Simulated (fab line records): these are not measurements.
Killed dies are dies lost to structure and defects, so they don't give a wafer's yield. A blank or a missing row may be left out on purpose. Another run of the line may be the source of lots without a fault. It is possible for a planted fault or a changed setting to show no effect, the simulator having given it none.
Struck lot and sound lot, side by side | flow sky130 | 16 out of 708 route steps
Sound: these wafers, L910.1, L910.2, L910.5. Struck: wafer L914.4 (L914.1, L914.3, from the same lot, were not struck and are left out); the cause is given at the end.
For every step that has rows: the tool of each side, followed by ch and its chambers, followed by its first start. Under that, the readings that differ: sound wafers | struck wafers | difference of the means | sigmas: that difference in standard deviations of wafers without a fault.
alike: readings whose means differ by less than 2 such deviations, and words and numbers that are the same on both sides. not compared: withheld readings, readings that some wafer has no value for, bounds like >300 that may hide the same value, and numbers for which the record gives no deviation and whose values overlap.
Wherever a step has rows on one side only, a row that says differs or no value, or a row with sigmas, the two part there. Numbers that don't overlap but have no deviation are shown without sigmas and don't part them. A reading that every wafer of one side lacks parts them only if that side has two wafers or more.

first, 3 steps without rows for these wafers: SKY_METAL2_EXPOSE_12 (exposes mask MM2, target cd 140 nm); SKY_METAL2_PEB_13; SKY_METAL2_DEVELOP_14 (develop time 60 s).
SKY_METAL2_CD_MEAS_15: target cd 140 nm.
  struck on cd-sem-01, day 36 01:47; sound on cd-sem-01, day 35 07:58
  alike: cd-nm
SKY_METAL2_OVL_MEAS_16:
  struck on overlay-02, day 36 01:55; sound on overlay-01, day 35 08:05
  reading         | sound      | struck | difference | sigmas
  METAL2_OVL (nm) | -11 -7 -10 | 7      | +16        | +3
SKY_METAL2_DESCUM_17: chemistry O2, time 8 s.
  sound on rie-metal-03 ch 0,1, day 35 08:08; struck on rie-metal-04 ch 1, day 36 01:56
  reading                     | sound          | struck | difference | sigmas
  drypump-motor-current-A (A) | 5.75 5.61 5.69 | 5.50   | -0.18      | -2
  alike: oes-product-au
  not compared: rf-hours-counter-h
SKY_METAL2_ETCH_18: etches BARC in N2/H2, stops on SiO2, time 45.9 s, target depth 60 nm.
  sound on rie-metal-03 ch 0,1, day 35 08:10; struck on rie-metal-04 ch 1, day 36 02:01
  reading                     | sound          | struck | difference | sigmas
  drypump-motor-current-A (A) | 5.73 5.67 5.71 | 5.47   | -0.23      | -3
  alike: oes-product-au, throttle-valve-pct
  not compared: rf-hours-counter-h
SKY_METAL2_METAL_ETCH_19: etches the open film in Cl2/BCl3, stops on SiO2, target depth 360 nm, time 78 s.
  sound on rie-metal-03 ch 0,1, day 35 08:14; struck on rie-metal-04 ch 1, day 36 02:08
  reading                     | sound                | struck | difference | sigmas
  drypump-motor-current-A (A) | 5.67 5.65 5.69       | 5.49   | -0.18      | -2
  throttle-valve-pct (%)      | 22.269 22.271 22.271 | 22.249 | -0.021     | -2
  alike: bcl3-flow-sccm, oes-product-au
  not compared: rf-hours-counter-h
SKY_METAL2_STRIP_20: strips in O2/N2.
  sound on plasma-asher-04 ch 0,1, day 35 08:19; struck on plasma-asher-01 ch 1, day 36 02:19
  alike: drypump-motor-current-A, oes-product-au, strip-time-to-endpoint-s
  not compared: rf-hours-counter-h
then, 3 steps without rows for these wafers: SKY_METAL2_STRIP_21 (strips in post etch residue remover, time 1200 s); SKY_METAL2_CLEAN_22 (cleans in IPA, time 180 s); SKY_METAL2_CLEAN_23 (cleans in O3/DIW).
SKY_VIA2_HDPCVD_00: deposits SiO2, target thk 1180 nm, time 196.7 s.
  sound on hdpcvd-01 ch 0,1,2, day 35 08:55; struck on hdpcvd-02 ch 0, day 36 02:54
  reading                                  | sound          | struck | difference | sigmas
  model.SiO2_of_VIA2_HDPCVD_00.thk-nm (nm) | 1182 1176 1194 | 1755   | +571       |
SKY_VIA2_THK_MEAS_01:
  struck on film-metro-02, day 36 03:19; sound on film-metro-02, day 35 09:02
  reading              | sound          | struck | difference | sigmas
  VIA2_HDPCVD_THK (nm) | 1182 1176 1194 | 1757   | +573       | +52
  not compared: hold
SKY_VIA2_CMP_02: polishes SiO2.
  sound on cmp-01 ch 0,1, day 35 09:08; struck on cmp-02 ch 3, day 36 05:06
  reading | sound | struck                   | difference                   | sigmas
  hold    | - - - | await-dispo/1.7h/release | no value on the sound wafers |
  alike: motor-current-A, platen-rpm
-- the record jumps here: 10 days lie between the struck wafers' starts before and after (it left off in module VIA2 and takes up again in module PAD_OPEN, whose first step shown is number 708 of the route) --
SKY_PAD_OPEN_PROBE_99:
  struck on prober-01, day 46 09:45; sound on prober-01, day 45 20:42
  reading         | sound | struck | difference | sigmas
  killed_at_M4_up | 5 5 3 | 8      | +4         | +2
  killed-at-other | 0 0 0 | 2      | +2         | +3
  alike: defect-limited-yield, killed_at_M0_to_M3, killed-at-contacts, killed-at-front-end, killed-dies, killed-open, killed-short, sort_bin_3_pad_short, sort_bin_5_function, sort_bin_6_memory, sort-n-pass, sort-yield-pct

WHERE THEY PART
First at SKY_METAL2_OVL_MEAS_16; last, within this record, at SKY_PAD_OPEN_PROBE_99.

WHY: what the simulator had put in
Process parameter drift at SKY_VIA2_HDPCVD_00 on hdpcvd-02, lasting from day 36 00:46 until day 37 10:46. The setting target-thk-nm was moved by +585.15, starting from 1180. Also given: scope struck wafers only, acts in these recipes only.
